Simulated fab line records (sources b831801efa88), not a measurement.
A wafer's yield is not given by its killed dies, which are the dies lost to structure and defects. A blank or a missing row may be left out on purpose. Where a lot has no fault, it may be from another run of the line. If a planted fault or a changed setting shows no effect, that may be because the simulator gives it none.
8D (eight disciplines) problem report, filled in by code    flow sky130    the parts of the form that need people (team, actions taken, sign-off) are left out

1. WHAT WENT WRONG
Mean VIA3_HDPCVD_THK at SKY_VIA3_THK_MEAS_01: 1961 nm over 6 wafers in 2 lots; fault-free wafers: 1644 nm, standard deviation 23. Relative to the usual mean, that is a shift of +14 standard deviations.
Earliest sighting: wafer L788.1 on filmMetro-01 at day 43 08:37. At this step, 33 wafers from 11 lots have a number in the record. Rule for "out", or "out of limits": more than 4 standard deviations from the usual mean. All remaining wafers that have a number are taken as sound.

2. WHAT THIS IS AND IS NOT
question                     is                          is not
which readings at this step  VIA3_HDPCVD_THK             -
which lots                   L788, L789                  L772, L774, L777, L779, L782, L784, L790, L791, L795
which wafers of those lots   all that have a number      -
read on which gauges         filmMetro-01, filmMetro-04  filmMetro-02
when                         from day 43 08:37           up to then (18 sound wafers); but 9 sound wafers of L790, L791, L795 came after

3. WHAT RULES OUT EACH SUSPECT
Counting: any tool at a process step up to the reading is kept as a suspect provided that every lot that is out went through it and no sound lot did after the first of them.
- the gauge at SKY_VIA3_THK_MEAS_01 is ruled out. The wafers that are out were read on 2 gauges (filmMetro-01, filmMetro-04).
- hdpcvd-01 at SKY_VIA3_HDPCVD_00 (deposits SiO2, target thk 1635 nm, time 272.5 s): kept. It processed each lot that is out, first L788 at day 43 08:26, and no sound lot thereafter; up to then, the last sound lot it processed was L784 at day 42 12:15. Out on those wafers are its own readings of sih4FlowSccm.
Remaining after the count: hdpcvd-01 at SKY_VIA3_HDPCVD_00.

4. THE CAUSE (what the simulator had put in)
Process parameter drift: hdpcvd-01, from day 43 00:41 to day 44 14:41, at SKY_VIA3_HDPCVD_00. Setting sih4FlowSccm shifted by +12 from 60. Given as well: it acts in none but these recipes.
Only this tool survived the counting.

5. SEQUENCE OF EFFECTS, ordered by route
Rows list readings where the struck wafers' mean (over those with a number) sits beyond 3 standard deviations from the usual. Only readings whose record carries a usual standard deviation are examined. hours: median over the lots of the time between each lot's start at the first step of this table that gives one and its start at this step. sigmas: the change, counted in usual standard deviations.
hours  step                  reading          usual       on struck wafers  change  sigmas
0      SKY_VIA3_HDPCVD_00    sih4FlowSccm     60.01 sccm  72.03             +12.02  +71
0      SKY_VIA3_THK_MEAS_01  VIA3_HDPCVD_THK  1644 nm     1961              +317    +14
Its process steps:
- SKY_VIA3_HDPCVD_00: deposits SiO2, target thk 1635 nm, time 272.5 s.

6. WHAT WOULD HAVE CAUGHT IT SOONER
8 hours passed between the start of the fault at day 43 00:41 and the first reading out of limits at a measuring or inspecting step in this record, taken at day 43 08:37.
Tool's own readings at SKY_VIA3_HDPCVD_00, sih4FlowSccm: out on all struck wafers the step has rows for; an alarm limit on them would have tripped on the first.
L789, from the lots that are out (2), started SKY_VIA3_HDPCVD_00 on hdpcvd-01 later than day 43 08:37. A hold on the tool at that time would have spared it.
